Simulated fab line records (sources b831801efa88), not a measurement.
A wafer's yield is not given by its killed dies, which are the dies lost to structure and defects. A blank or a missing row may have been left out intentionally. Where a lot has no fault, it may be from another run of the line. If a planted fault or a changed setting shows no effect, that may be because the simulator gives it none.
Chamber matching    flow gf180mcu    GF_SAB_ETCH_11 on rie-diel-01: 4 sister chambers
The step etches SiO2 in C4F8/O2/Ar, target depth 55 nm, time 8.5 s. 14 wafers are shown with their chamber, then 7 later ones without.

WAFERS, EACH WITH ITS CHAMBER
wafer   chamber  oes-product-au (a.u.)
L080.1  0        0.996
L080.3  1        0.988
L080.4  0        0.999
L083.1  2        0.999
L083.2  0        1.012
L083.3  1        0.987
L083.4  3        0.999
L083.5  1        0.989
L083.6  0        0.994
L088.1  1        0.985
L088.2  2        1.002
L088.6  0        1.005
L089.3  3        1.010
L089.4  2        1.004

SIGNATURES, as means of the wafers listed above
reading         chamber 0  chamber 1  chamber 2  chamber 3  scatter within a chamber
oes-product-au  1.00120    0.98725    1.00167    1.00450    0.00545
Rule: for each reading, subtract the chamber's mean from the wafer's reading, divide by that reading's scatter and square the result; add these up over the readings and take the root, which gives the wafer's distance from the chamber. If the next closest chamber is less than 2 further off than the closest, the wafer can't be placed; otherwise it belongs to the closest. How the scatter is found: for the shown wafers, subtract from each reading the mean of its chamber, square and add these, divide the total by (wafers less chambers), then take the root.

WAFERS WITH NO CHAMBER GIVEN
wafer   oes-product-au (a.u.)
L089.5  1.008
L096.2  0.992
L096.3  1.014
L096.6  0.985
L097.2  1.017
L097.5  1.004
L097.6  0.982

WHICH CHAMBER EACH ONE RAN IN
wafer   from the rows above                in truth
L089.5  can't be placed: 3 or 2 or 0       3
L096.2  can't be placed: 1 or 0 or 2 or 3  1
L096.3  can't be placed: 3 or 2 or 0       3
L096.6  1                                  1
L097.2  can't be placed: 3 or 2 or 0       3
L097.5  can't be placed: 3 or 2 or 0       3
L097.6  1                                  1
Placed correctly: 2 of 7. Not placeable from these rows: 5 (in 5, the candidates include the true chamber). Wrongly placed: 0.
